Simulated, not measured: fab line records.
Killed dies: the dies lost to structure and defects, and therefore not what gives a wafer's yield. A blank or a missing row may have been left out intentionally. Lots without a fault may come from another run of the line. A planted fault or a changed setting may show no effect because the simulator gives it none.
Split-lot experiment / flow gf180mcu / 23 wafers read across 5 lots, on a route 602 steps long

ABOUT THE SPLIT
At GF_V4_COAT_09 (resist thk 1000 nm), the setting resist-thk-nm was moved away from the recipe's 1000 nm on 7 of the 23 wafers read, by -3.7% to +2.9%. For the rest of the wafers, this setting stayed at what the recipe calls for.

The reading comes from the split's own step.

THE READING
KrF_of_V4_COAT_09.thk-nm (the simulator's own value, which no gauge read), in nm, at GF_V4_COAT_09 (resist thk 1000 nm). There is no usual value for it anywhere in the file. Across the 16 wafers here that went through the recipe, the average is 998.3 nm and the standard deviation 3.9 nm.

wafer=L075.2; tool, chamber at the split=litho-track-04, 0; resist-thk-nm as run, nm=1000; against the recipe=recipe; KrF_of_V4_COAT_09.thk-nm, nm=994.4; against lot-mates on the recipe=-
wafer=L075.3; tool, chamber at the split=litho-track-04, 0; resist-thk-nm as run, nm=1000; against the recipe=recipe; KrF_of_V4_COAT_09.thk-nm, nm=993.6; against lot-mates on the recipe=-
wafer=L075.4; tool, chamber at the split=litho-track-04, 0; resist-thk-nm as run, nm=1000; against the recipe=recipe; KrF_of_V4_COAT_09.thk-nm, nm=994.7; against lot-mates on the recipe=-
wafer=L077.1; tool, chamber at the split=litho-track-04, 0; resist-thk-nm as run, nm=1000; against the recipe=recipe; KrF_of_V4_COAT_09.thk-nm, nm=995.7; against lot-mates on the recipe=-
wafer=L077.2; tool, chamber at the split=litho-track-04, 0; resist-thk-nm as run, nm=1029; against the recipe=+2.9%; KrF_of_V4_COAT_09.thk-nm, nm=1023; against lot-mates on the recipe=+28.5
wafer=L077.3; tool, chamber at the split=litho-track-04, 0; resist-thk-nm as run, nm=1029; against the recipe=+2.9%; KrF_of_V4_COAT_09.thk-nm, nm=1022; against lot-mates on the recipe=+27.5
wafer=L077.4; tool, chamber at the split=litho-track-04, 0; resist-thk-nm as run, nm=1000; against the recipe=recipe; KrF_of_V4_COAT_09.thk-nm, nm=993.1; against lot-mates on the recipe=-
wafer=L077.6; tool, chamber at the split=litho-track-04, 0; resist-thk-nm as run, nm=1000; against the recipe=recipe; KrF_of_V4_COAT_09.thk-nm, nm=994.7; against lot-mates on the recipe=-
wafer=L080.2; tool, chamber at the split=litho-track-03, 0; resist-thk-nm as run, nm=1000; against the recipe=recipe; KrF_of_V4_COAT_09.thk-nm, nm=1005; against lot-mates on the recipe=-
wafer=L080.3; tool, chamber at the split=litho-track-03, 0; resist-thk-nm as run, nm=1000; against the recipe=recipe; KrF_of_V4_COAT_09.thk-nm, nm=1004; against lot-mates on the recipe=-
wafer=L080.4; tool, chamber at the split=litho-track-03, 0; resist-thk-nm as run, nm=969.8; against the recipe=-3.0%; KrF_of_V4_COAT_09.thk-nm, nm=973.4; against lot-mates on the recipe=-31.6
wafer=L080.5; tool, chamber at the split=litho-track-03, 0; resist-thk-nm as run, nm=969.8; against the recipe=-3.0%; KrF_of_V4_COAT_09.thk-nm, nm=969.7; against lot-mates on the recipe=-35.3
wafer=L080.6; tool, chamber at the split=litho-track-03, 0; resist-thk-nm as run, nm=1000; against the recipe=recipe; KrF_of_V4_COAT_09.thk-nm, nm=1006; against lot-mates on the recipe=-
wafer=L081.1; tool, chamber at the split=litho-track-04, 0; resist-thk-nm as run, nm=1000; against the recipe=recipe; KrF_of_V4_COAT_09.thk-nm, nm=998.5; against lot-mates on the recipe=-
wafer=L081.2; tool, chamber at the split=litho-track-04, 0; resist-thk-nm as run, nm=1000; against the recipe=recipe; KrF_of_V4_COAT_09.thk-nm, nm=998.6; against lot-mates on the recipe=-
wafer=L081.5; tool, chamber at the split=litho-track-04, 0; resist-thk-nm as run, nm=1000; against the recipe=recipe; KrF_of_V4_COAT_09.thk-nm, nm=998.6; against lot-mates on the recipe=-
wafer=L081.3; tool, chamber at the split=litho-track-04, 0; resist-thk-nm as run, nm=1000; against the recipe=recipe; KrF_of_V4_COAT_09.thk-nm, nm=999.7; against lot-mates on the recipe=-
wafer=L081.6; tool, chamber at the split=litho-track-04, 0; resist-thk-nm as run, nm=1000; against the recipe=recipe; KrF_of_V4_COAT_09.thk-nm, nm=998; against lot-mates on the recipe=-
wafer=L082.2; tool, chamber at the split=litho-track-04, 0; resist-thk-nm as run, nm=962.6; against the recipe=-3.7%; KrF_of_V4_COAT_09.thk-nm, nm=961.4; against lot-mates on the recipe=-37.4
wafer=L082.3; tool, chamber at the split=litho-track-04, 0; resist-thk-nm as run, nm=1000; against the recipe=recipe; KrF_of_V4_COAT_09.thk-nm, nm=997.6; against lot-mates on the recipe=-
wafer=L082.4; tool, chamber at the split=litho-track-04, 0; resist-thk-nm as run, nm=1000; against the recipe=recipe; KrF_of_V4_COAT_09.thk-nm, nm=1000; against lot-mates on the recipe=-
wafer=L082.5; tool, chamber at the split=litho-track-04, 0; resist-thk-nm as run, nm=962.6; against the recipe=-3.7%; KrF_of_V4_COAT_09.thk-nm, nm=961.8; against lot-mates on the recipe=-37.0
wafer=L082.6; tool, chamber at the split=litho-track-04, 0; resist-thk-nm as run, nm=962.6; against the recipe=-3.7%; KrF_of_V4_COAT_09.thk-nm, nm=959.2; against lot-mates on the recipe=-39.6

FIT RESULTS
A straight line over all 23 wafers: KrF_of_V4_COAT_09.thk-nm changes by +9.31 nm for each +1% of resist-thk-nm; r = +0.98; the points scatter about the line by 3.7 nm.
The same after taking each lot's own level away (the mean of its wafers on the recipe; 23 wafers): +10.2 nm for each +1%; r = +1.00; scatter 1.3 nm.
That fit puts the effect of the largest move of resist-thk-nm on the reading at 38 nm.
The span of the lots' own levels, 994.23 to 1005.00 nm, comes to 2.8 times the standard deviation stated above.
The two slopes are in agreement: the lot-to-lot level therefore moves the slope only a little.
Check: -38.8 nm against its lot-mates is what the line predicts for one of the wafers moved furthest among these (-3.7%) when that wafer is left out of the fit. Against them it came out at -37.4 nm.

OTHER SPLITS ON THESE WAFERS
Before the reading, these wafers also passed through other splits. Each is held against what the fit with the lots' levels taken away leaves over:
other split on the same wafers=GF_V3_CVD_02 time-s; wafers away from the commonest value=9; r with KrF_of_V4_COAT_09.thk-nm (lot level and that fit taken away)=+0.35
other split on the same wafers=GF_V3_CVD_23 temp-c; wafers away from the commonest value=7; r with KrF_of_V4_COAT_09.thk-nm (lot level and that fit taken away)=+0.18
other split on the same wafers=GF_M4_METAL_ETCH_16 time-s; wafers away from the commonest value=5; r with KrF_of_V4_COAT_09.thk-nm (lot level and that fit taken away)=-0.02
other split on the same wafers=GF_V4_CVD_00 sih4-flow-sccm; wafers away from the commonest value=9; r with KrF_of_V4_COAT_09.thk-nm (lot level and that fit taken away)=+0.04

THE FILE'S OWN FIT
KrF_of_V4_COAT_09.thk-nm changes by +10.2 nm for each +1% of resist-thk-nm, r = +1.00.
